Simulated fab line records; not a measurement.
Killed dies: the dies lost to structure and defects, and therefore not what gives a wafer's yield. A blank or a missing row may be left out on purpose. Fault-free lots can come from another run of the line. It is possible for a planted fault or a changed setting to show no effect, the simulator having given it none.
fab line records | flow sky130
record: lots: 6 wafers: 17 last-day: 48
route steps=708 shown SD_P@359 RES_XHIGH@360 SALICIDE@361 LI_CONTACT@362
lots that met no fault: from a run of the same line without faults
start-h: hours from the record's first day to the start of the lot's first wafer shown | wait-h: hours since the lot's step before | " identical to the entry in the row above | L1.1+2: several wafers, shown together as one row | - no value present, or no start provided | * or withheld: withheld | < > ~ a bound
route shown NAME@n: a module of which the file shows steps, and the number in the route of the first | usual: mean and standard deviation over wafers with no fault | same: alike in all rows | chamber/n: place in a boat | sites: readings site by site | _std_site: the values' standard deviation | _edge_site: the outer-site mean with the inner-site mean subtracted | radius-mm: how far each site lies from the wafer's centre | mask NAME#n: copy n | behind: the most recent tool/chamber to have shaped the wafer | hold: why the lot was held/for how many hours/how that ended | device: whichever transistor did not switch (one of n, p or np) | end of line: at the end of the route, the tests of the same wafers | a step without rows: its recipe alone | killed: dies lost to structure and defects at the first sort, not the wafer's yield | map: dies across one wafer; x = killed, . = not, _ = none there
set.NAME: the run value of the setting; set.NAME@STEP: its run value at that earlier step | model.NAME: the simulator's own value behind a step, which no gauge read
lots seen at some steps along the route; tables by step, rows by wafer
services: when a tool's chamber went out of use (start-h, in hours from the record's first day, below 0 if earlier), for how many hours, and the reason
== steps ==
step: SKY_SD_N_RS_MEAS_17
recipe: thk-meas-gauge: four-point-probe
usual: SD_P_RS: 147.1/0.44
columns lot.wafer tool chamber start-h wait-h SD_P_RS[ohm/sq]
L408.2 film-metro-02 - 635.79 0.1 147.1
L408.3 " - " " 146.7
L408.6 " - " " 146.5
L412.1 film-metro-01 - 673.09 0.1 146.5
L412.2 " - " " 146.7
L412.4 " - " " 146.7
L414.1 film-metro-04 - 716.42 0.1 147.1
L414.2 " - " " 146.2
L414.6 " - " " 147.0
L415.2 film-metro-02 - 719.99 0.1 147.3
L415.3 " - " " 147.0
L415.4 " - " " 147.4
L418.2 film-metro-01 - 733.81 0.1 147.8
L418.4 " - " " 147.7
L421.1 film-metro-02 - 752.14 0.1 147.3
L421.2 " - " " 147.5
L421.3 " - " " 146.8
step: SKY_SD_N_RS_MEAS_18
recipe: thk-meas-gauge: four-point-probe
usual: RES_XHIGH_RS: 333.3/1.4
columns lot.wafer tool chamber start-h wait-h RES_XHIGH_RS[ohm/sq]
L408.2 film-metro-02 - 635.91 0.1 333.0
L408.3 " - " " 334.2
L408.6 " - " " 333.8
L412.1 film-metro-01 - 673.21 0.1 330.7
L412.2 " - " " 332.6
L412.4 " - " " 331.1
L414.1 film-metro-04 - 716.54 0.1 331.5
L414.2 " - " " 333.2
L414.6 " - " " 332.8
L415.2 film-metro-02 - 720.11 0.1 333.9
L415.3 " - " " 333.9
L415.4 " - " " 332.4
L418.2 film-metro-01 - 733.93 0.1 332.7
L418.4 " - " " 332.5
L421.1 film-metro-02 - 752.26 0.1 331.3
L421.2 " - " " 332.6
L421.3 " - " " 331.7
step: SKY_SALICIDE_CLEAN_00
recipe: chemistry: HF-last time-s: 30 dilution: 100:1 dry: ipa-marangoni
step: SKY_LI_CONTACT_HDPCVD_00
recipe: material: PSG target-thk-nm: 930 sigma-open-frac: 0.3 time-s: 155 temp-c: 600 sih4-flow-sccm: 60 pressure-mtorr: 6
step: SKY_LI_CONTACT_THK_MEAS_01
recipe: reads: PSG_of_LI_CONTACT_HDPCVD_00
usual: LI_CONTACT_HDPCVD_THK: 929/8.3
columns lot.wafer tool chamber start-h wait-h LI_CONTACT_HDPCVD_THK[nm]
L408.2 film-metro-04 - 636.14 0.1 926
L408.3 " - " " 927
L408.6 " - " " 932
L412.1 film-metro-02 - 673.45 0.1 933
L412.2 " - " " 928
L412.4 " - " " 926
L414.1 film-metro-04 - 716.78 0.1 918
L414.2 " - " " 932
L414.6 " - " " 932
L415.2 film-metro-04 - 720.34 0.1 936
L415.3 " - " " 950
L415.4 " - " " 934
L418.2 film-metro-04 - 734.16 0.1 932
L418.4 " - " " 920
L421.1 film-metro-01 - 752.50 0.1 934
L421.2 " - " " 946
L421.3 " - " " 944
step: SKY_LI_CONTACT_CMP_02
recipe: material: PSG down-force-psi: 4 platen-rpm: 60 pad-velocity-m-s: 0.94248
usual: motor-current-A: 11.8/1.4 time-to-endpoint-s: 31.7/1.7
columns lot.wafer tool chamber start-h wait-h motor-current-A time-to-endpoint-s
L408.3 cmp-02 3 636.19 0.0 9.7 30.7
L408.2 " 0 " " 10.9 32.0
L408.6 " 3 " " 10.4 32.4
L412.2 cmp-02 1 673.51 0.0 14.1 33.2
L412.1 " 2 " " 12.0 34.2
L412.4 " 0 " " 11.4 32.1
L414.1 cmp-02 1 716.89 0.1 13.7 29.3
L414.2 " 3 " " 10.5 31.4
L414.6 " 0 " " 11.5 32.1
L415.3 cmp-02 2 721.22 0.9 11.9 32.2
L415.2 " 3 " " 10.9 35.0
L415.4 " 0 " " 11.7 31.7
L418.2 cmp-02 0 734.26 0.1 11.4 35.5
L418.4 " 2 " " 11.8 32.9
L421.1 cmp-01 3 752.56 0.1 12.4 29.8
L421.3 " 0 " " 10.6 33.5
L421.2 " 1 " " 14.4 34.0
step: SKY_LI_CONTACT_BOW_MEAS_03
recipe: mode: bow
usual: LI_CONTACT_BOW: 55/6.3
columns lot.wafer tool chamber start-h wait-h LI_CONTACT_BOW[um]
L408.2 film-metro-01 - 636.51 0.2 52
L408.3 " - " " 54
L408.6 " - " " 55
L412.1 film-metro-02 - 673.81 0.2 56
L412.2 " - " " 69
L412.4 " - " " 48
L414.1 film-metro-04 - 717.14 0.2 48
L414.2 " - " " 60
L414.6 " - " " 47
L415.2 film-metro-04 - 721.54 0.2 58
L415.3 " - " " 57
L415.4 " - " " 53
L418.2 film-metro-02 - 734.53 0.2 53
L418.4 " - " " 58
L421.1 film-metro-04 - 752.86 0.2 51
L421.2 " - " " 51
L421.3 " - " " 59
step: SKY_LI_CONTACT_DEHYDRATE_04
recipe: temp-c: 200 time-s: 60
step: SKY_LI_CONTACT_HMDS_05
recipe: prime-time-s: 60 prime-temp-c: 120
step: SKY_LI_CONTACT_COAT_06
recipe: resist: BARC temp-c: withheld time-s: withheld spin-rpm: 3000 resist-thk-nm: 60
step: SKY_LI_CONTACT_COAT_07
recipe: resist: KrF-thick spin-rpm: 3000 resist-thk-nm: 450
step: SKY_LI_CONTACT_SOFTBAKE_08
recipe: temp-c: 100 time-s: 90 resist: KrF-thick
step: SKY_LI_CONTACT_EXPOSE_09
recipe: mask-id: LICM1 na: 0.8 source-shape: annular sigma-inner: 0.55 sigma-outer: 0.85 target-cd-nm: 170 dose-mj: 38
usual: reticle-temp-C: 22.98/0.11
same: sigma-outer: 0.85
columns lot.wafer tool chamber start-h wait-h mask reticle-temp-C
L408.2 krf-scanner-02 0 651.22 - LICM1#0 22.97
L408.3 " 0 " " LICM1#0 22.88
L408.6 " 0 " " LICM1#0 22.85
L412.1 krf-scanner-02 0 687.68 - LICM1#0 23.06
L412.2 " 0 " " LICM1#0 22.97
L412.4 " 0 " " LICM1#0 23.03
L414.1 krf-scanner-02 0 731.24 - LICM1#0 22.91
L414.2 " 0 " " LICM1#0 22.93
L414.6 " 0 " " LICM1#0 23.14
L415.2 krf-scanner-01 0 735.40 - LICM1#0 23.00
L415.3 " 0 " " LICM1#0 22.86
L415.4 " 0 " " LICM1#0 22.95
L418.2 krf-scanner-02 0 748.20 - LICM1#0 22.87
L418.4 " 0 " " LICM1#0 22.87
L421.1 krf-scanner-02 0 766.41 - LICM1#0 23.10
L421.2 " 0 " " LICM1#0 23.15
L421.3 " 0 " " LICM1#0 22.93
step: SKY_LI_CONTACT_PEB_10
recipe: peb-temp-c: withheld peb-time-s: withheld resist: KrF-thick
step: SKY_LI_CONTACT_DEVELOP_11
recipe: develop-time-s: 60 resist: KrF-thick dev-temp-c: 21
step: SKY_LI_CONTACT_CD_MEAS_12
recipe: target-cd-nm: 170
usual: cd-nm: 170.0/1.1
columns lot.wafer tool chamber start-h wait-h cd-nm
L408.2 cd-sem-01 - 665.48 - 172.7
L408.3 " - " " 171.9
L408.6 " - " " 171.7
L412.1 cd-sem-01 - 700.93 - 172.6
L412.2 " - " " 171.0
L412.4 " - " " 170.2
L414.1 cd-sem-02 - 745.03 - 169.9
L414.2 " - " " 170.7
L414.6 " - " " 170.1
L415.2 cd-sem-02 - 748.93 - 170.3
L415.3 " - " " 170.6
L415.4 " - " " 169.7
L418.2 cd-sem-02 - 762.11 - 170.3
L418.4 " - " " 166.3
L421.1 cd-sem-02 - 779.28 - 164.2
L421.2 " - " " 167.4
L421.3 " - " " 166.2
step: SKY_LI_CONTACT_OVL_MEAS_13
usual: LI_CONTACT_OVL: -5/4.5
columns lot.wafer tool chamber start-h wait-h LI_CONTACT_OVL[nm]
L408.2 overlay-02 - 665.58 0.1 -14
L408.3 " - " " -8
L408.6 " - " " -11
L412.1 overlay-02 - 701.05 0.1 -9
L412.2 " - " " -11
L412.4 " - " " -10
L414.1 overlay-01 - 745.15 0.1 -14
L414.2 " - " " -7
L414.6 " - " " -14
L415.2 overlay-02 - 749.03 0.1 -8
L415.3 " - " " -9
L415.4 " - " " -5
L418.2 overlay-02 - 762.21 0.1 -5
L418.4 " - " " 0
L421.1 overlay-02 - 779.40 0.1 -5
L421.2 " - " " -7
L421.3 " - " " 1
step: SKY_LI_CONTACT_ETCH_14
recipe: chemistry: N2/H2 target: BARC ion-energy-ev: 200 source-w: 500 bias-w: 100 pressure-mtorr: 30 n2-flow-sccm: 100 h2-flow-sccm: 200 stop-on: SiO2 time-s: 45.9 target-depth-a: 600
usual: drypump-motor-current-A: 5.8/0.37 oes-product-au: 0.855/0.0045 throttle-valve-pct: 13.226/0.0087
columns lot.wafer tool chamber start-h wait-h drypump-motor-current-A oes-product-au rf-hours-counter-h throttle-valve-pct model.LI_CONTACT.cd-nm
L408.2 rie-diel-04 3 665.61 0.0 6.1 0.857 17 13.236 172.9
L408.3 " 0 " " 5.8 0.850 6 13.227 172
L408.6 " 0 " " 5.8 0.860 - 13.228 172
L412.1 rie-diel-01 3 701.09 0.0 6.2 0.863 5 13.223 173.4
L412.2 " 2 " " 5.4 0.859 49 13.228 171.7
L412.4 " 1 " " 5.2 0.852 18 13.223 170.3
L414.1 rie-diel-04 3 745.19 0.0 6.0 0.859 20 13.218 170.3
L414.2 " 1 " " 5.9 0.855 8 13.233 170.6
L414.6 " 3 " " 6.0 0.859 - 13.244 170.2
L415.2 rie-diel-04 2 749.06 0.0 5.9 0.848 2 13.226 170.1
L415.3 " 1 " " 5.9 0.856 8 13.227 170.1
L415.4 " 0 " " 5.8 0.850 9 13.225 169.5
L418.2 rie-diel-04 1 762.24 0.0 5.9 0.851 9 13.212 169.8
L418.4 " 0 " " 5.8 0.855 10 13.235 167.1
L421.1 rie-diel-02 0 779.44 0.0 5.4 0.854 3 13.221 163.2
L421.2 " 1 " " 5.3 0.855 5 13.233 167.5
L421.3 " 2 " " 5.1 0.852 6 13.235 167
step: SKY_LI_CONTACT_ETCH_15
recipe: target: PSG chemistry: C4F8/O2/Ar stop-on: Si taper-deg: 4.15 mask-material: KrF-thick source-w: 1500 bias-w: 1200 pressure-mtorr: 40 c4f8-flow-sccm: withheld O2_flow_sccm: 6 Ar_flow_sccm: 300 time-s: withheld target-depth-a: 6000
usual: oes-product-au: 0.837/0.0048
columns lot.wafer tool chamber start-h wait-h oes-product-au model.LI_CONTACT.cd-nm
L408.2 rie-diel-04 3 665.65 0.0 0.833 173.1
L408.3 " 0 " " 0.833 171.7
L408.6 " 0 " " 0.833 171.5
L412.1 rie-diel-01 3 701.13 0.0 0.837 173.6
L412.2 " 2 " " 0.838 172.2
L412.4 " 1 " " 0.827 170.5
L414.1 rie-diel-04 3 745.23 0.0 0.833 170.4
L414.2 " 1 " " 0.840 170.8
L414.6 " 3 " " 0.840 170.7
L415.2 rie-diel-04 2 749.10 0.0 0.846 170.3
L415.3 " 1 " " 0.838 170.2
L415.4 " 0 " " 0.846 169.2
L418.2 rie-diel-04 1 762.29 0.0 0.838 169.6
L418.4 " 0 " " 0.837 167.1
L421.1 rie-diel-02 0 779.48 0.0 0.840 163.8
L421.2 " 1 " " 0.833 167.6
L421.3 " 2 " " 0.835 167.1
step: SKY_LI_CONTACT_STRIP_16
recipe: chemistry: O2/N2 power-w: 1400 pressure-mtorr: 1500 platen-temp-c: withheld o2-flow-sccm: 3000 n2-flow-sccm: 300 overash-fraction: 0.5
usual: drypump-motor-current-A: 5.7/0.34 oes-product-au: 0.376/0.0048 strip-time-to-endpoint-s: 3.505/0.029
columns lot.wafer tool chamber start-h wait-h drypump-motor-current-A oes-product-au rf-hours-counter-h strip-time-to-endpoint-s
L408.2 plasma-asher-04 1 665.74 - 6.2 0.374 55 3.505
L408.3 " 1 " " 6.2 0.379 - 3.528
L408.6 " 0 " " 5.8 0.376 - 3.550
L412.1 plasma-asher-04 0 701.21 - 5.8 0.376 58 3.500
L412.2 " 1 " " 6.2 0.377 58 3.535
L412.4 " 1 " " 6.2 0.374 - 3.481
L414.1 plasma-asher-03 0 745.31 - 5.8 0.381 0 3.492
L414.2 " 1 " " 5.5 0.376 0 3.482
L414.6 " 0 " " 5.8 0.363 - 3.497
L415.2 plasma-asher-04 1 749.19 - 6.2 0.374 63 3.502
L415.3 " 1 " " 6.2 0.375 - 3.506
L415.4 " 0 " " 5.8 0.382 - 3.566
L418.2 plasma-asher-03 0 762.37 - 5.7 0.373 2 3.500
L418.4 " 0 " " 5.8 0.371 - 3.541
L421.1 plasma-asher-02 0 779.56 - 5.9 0.385 35 3.544
L421.2 " 1 " " 5.1 0.381 35 3.547
L421.3 " 1 " " 5.1 0.385 - 3.495
== services ==
columns tool chamber start-h hours kind
rie-diel-01 - 615.31 0.7 repair
cmp-01 - 615.36 6.6 pm
rie-diel-02 2 632.60 3.4 repair
krf-scanner-02 - 636.40 1.0 pm
krf-scanner-01 - 646.76 1.0 pm
plasma-asher-04 - 648.97 0.6 repair
rie-diel-01 1 653.07 23.7 repair
rie-diel-01 - 668.40 15.6 pm
krf-scanner-01 - 673.43 35.9 repair
rie-diel-04 - 704.32 1.8 repair
krf-scanner-01 - 709.36 1.3 pm
krf-scanner-02 - 710.66 0.8 pm
rie-diel-01 - 717.63 0.6 repair
cmp-02 - 719.51 1.4 repair
cmp-01 - 720.34 2.0 repair
rie-diel-04 1 725.24 15.6 repair
rie-diel-04 2 730.34 5.1 repair
plasma-asher-03 - 733.75 9.0 pm
krf-scanner-01 - 738.18 0.8 pm
cmp-02 - 744.00 4.0 pm
rie-diel-02 0 765.48 2.8 repair
plasma-asher-04 - 770.17 4.3 pm
krf-scanner-02 - 772.64 2.7 repair
plasma-asher-04 - 774.50 14.6 pm
== key ==
first-sign: step: SKY_LI_CONTACT_CD_MEAS_12 reading: cd-nm direction: down sigmas: 4.2 usual: 170.0 struck: 165.2
effect none on later readings
model-effect: step: SKY_LI_CONTACT_ETCH_14 value: LI_CONTACT.cd-nm without: 168.6 struck: 165.2
model-effect: step: SKY_LI_CONTACT_ETCH_15 value: LI_CONTACT.cd-nm without: 168.9 struck: 165.4
met-at SKY_LI_CONTACT_EXPOSE_09
struck-wafers L418.4,L421.1
tester-left-out L418,L421
onset-between 731.24 748.20
fault: kind: process-parameter-drift tool: krf-scanner-02 chamber: - onset-h: 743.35 steps: SKY_LI_CONTACT_EXPOSE_09 channel: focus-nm offset: 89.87 shape: step end-h: 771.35 scope: struck-wafers-only
tester-left-out: of these lots the tester's yield and bins aren't shown, on N5 and GAA mostly nor the transistor test; their killed dies are dies lost to structure and defects alone, not to doping, threshold or leakage, so they don't give the yield
